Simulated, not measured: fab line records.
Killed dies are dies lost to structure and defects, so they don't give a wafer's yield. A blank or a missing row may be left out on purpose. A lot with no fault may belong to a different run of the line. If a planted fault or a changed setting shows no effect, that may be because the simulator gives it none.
A single fault, viewed from 2 desks | flow gf180mcu | numbers are kept per desk, each desk with only its own; the story behind them comes last

== METROLOGY DESK ==
Means of the sampled wafers that have a number, per lot and without regard to the tool the lot ran on: this is what the gauges read. Marked OUT: a lot whose mean sits more than 4 standard deviations from the usual mean, which makes it out of limits; the brackets give that distance.
Columns: A = DUAL_GATE_OXIDATION_00_THK at GF_DUAL_GATE_THK_MEAS_03, usual 10.84 nm; B = cd nm at GF_HV_LDD_CD_MEAS_07, usual 399.6 nm; C = HV_LDD_2_TW at GF_HV_LDD_TW_MEAS_23, usual 1071
lot  | first seen here | A               | B     | C
L847 | day 8 18:16     | 10.86           | 399.4 | 1081
L849 | day 9 01:14     | 11.21           | 401.0 | 1076
L851 | day 9 05:58     | 10.87           | 401.0 | 1075
L852 | day 9 17:38     | 10.77           | 399.9 | 1069
L853 | day 9 23:36     | 10.77           | 396.2 | 1082
L854 | day 10 10:32    | 10.62           | 399.0 | 1059
L855 | day 10 17:00    | 9.64 (-6.3) OUT | 403.0 | 1059
L856 | day 10 22:58    | 9.60 (-6.5) OUT | 400.7 | 1066
L864 | day 13 04:59    | 10.68           | 397.3 | 1072
L865 | day 13 12:11    | 10.83           | 397.2 | 1057
L866 | day 13 19:47    | 11.01           | 398.6 | 1078
L868 | day 14 06:34    | 11.02           | 401.2 | 1065
Finding of this desk: L855, L856 out of limits, first seen on L855 at day 10 17:00 (DUAL_GATE_OXIDATION_00_THK at GF_DUAL_GATE_THK_MEAS_03). L847, L849, L851, L852, L853, L854, L864, L865, L866, L868 stayed within limits.

== AT THE TOOL OWNER'S DESK: furnace-02 ==
The tool's own readings at GF_DUAL_GATE_OXIDATION_02 (stabilise 600 s, purge 300 s, target thk 10.887 nm): means of the sampled wafers that have a number, for each lot that ran on this tool. Marked OUT: a lot whose mean sits more than 4 standard deviations from the usual mean, which makes it out of limits; the brackets give that distance. It has 8 readings, of which 7 appear: the earliest out of limits, and the ones furthest out on some lot.
Columns: A = spike tc bottom C at GF_DUAL_GATE_OXIDATION_02, usual 920.3 C; B = spike tc centre C at GF_DUAL_GATE_OXIDATION_02, usual 901.2 C; C = spike tc lower C at GF_DUAL_GATE_OXIDATION_02, usual 900.4 C; D = spike tc top C at GF_DUAL_GATE_OXIDATION_02, usual 912 C; E = spike tc upper C at GF_DUAL_GATE_OXIDATION_02, usual 899.4 C; F = tube center temp C at GF_DUAL_GATE_OXIDATION_02, usual 900 C; G = tube_center_temp_C_max at GF_DUAL_GATE_OXIDATION_02, usual 902.3
lot  | first seen here | A               | B                | C               | D              | E               | F                     | G
L847 | day 8 16:49     | 920.6           | 901.4            | 900.2           | 909            | 899.4           | 900                   | 902.2
L852 | day 9 16:10     | 919.8           | 902.7            | 900.3           | 909            | 899.2           | 900                   | 902.3
L853 | day 9 22:09     | 919.0           | 902.2            | 900.1           | 910            | 899.1           | 900                   | 902.3
L855 | day 10 15:33    | 908.4 (-11) OUT | 889.0 (-10) OUT  | 888.9 (-11) OUT | 896 (-4.2) OUT | 887.7 (-12) OUT | 888 (-99 or more) OUT | 890.6 (-31) OUT
L856 | day 10 21:32    | 907.1 (-12) OUT | 890.4 (-9.0) OUT | 888.9 (-11) OUT | 898            | 886.5 (-13) OUT | 888 (-99 or more) OUT | 890.4 (-31) OUT
L864 | day 13 03:31    | 920.6           | 901.6            | 900.4           | 910            | 898.7           | 900                   | 902.3
L865 | day 13 10:44    | 920.3           | 902.1            | 900.9           | 910            | 898.9           | 900                   | 902.0
L866 | day 13 18:20    | 920.3           | 902.2            | 900.8           | 910            | 900.0           | 900                   | 902.3
This desk's verdict: out of limits on L855, L856, starting with L855 at day 10 15:33 (spike tc bottom C at GF_DUAL_GATE_OXIDATION_02). L847, L852, L853, L864, L865, L866 stayed within limits.

== TAKEN TOGETHER ==
An alarm could have come from the tool owner's desk at day 10 15:33, on L855, L856.
Metrology desk: alarm possible at day 10 17:00 on L855, L856.
Every lot named ran GF_DUAL_GATE_OXIDATION_02 on furnace-02.

== WHAT THE SIMULATOR HAD INSERTED ==
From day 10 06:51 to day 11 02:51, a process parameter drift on furnace-02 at GF_DUAL_GATE_OXIDATION_02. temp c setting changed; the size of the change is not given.
Lots struck among those shown: L855, L856.
Time in hours from fault onset to the first out-of-limits reading at each desk: tool owner's desk 9, metrology desk 10.
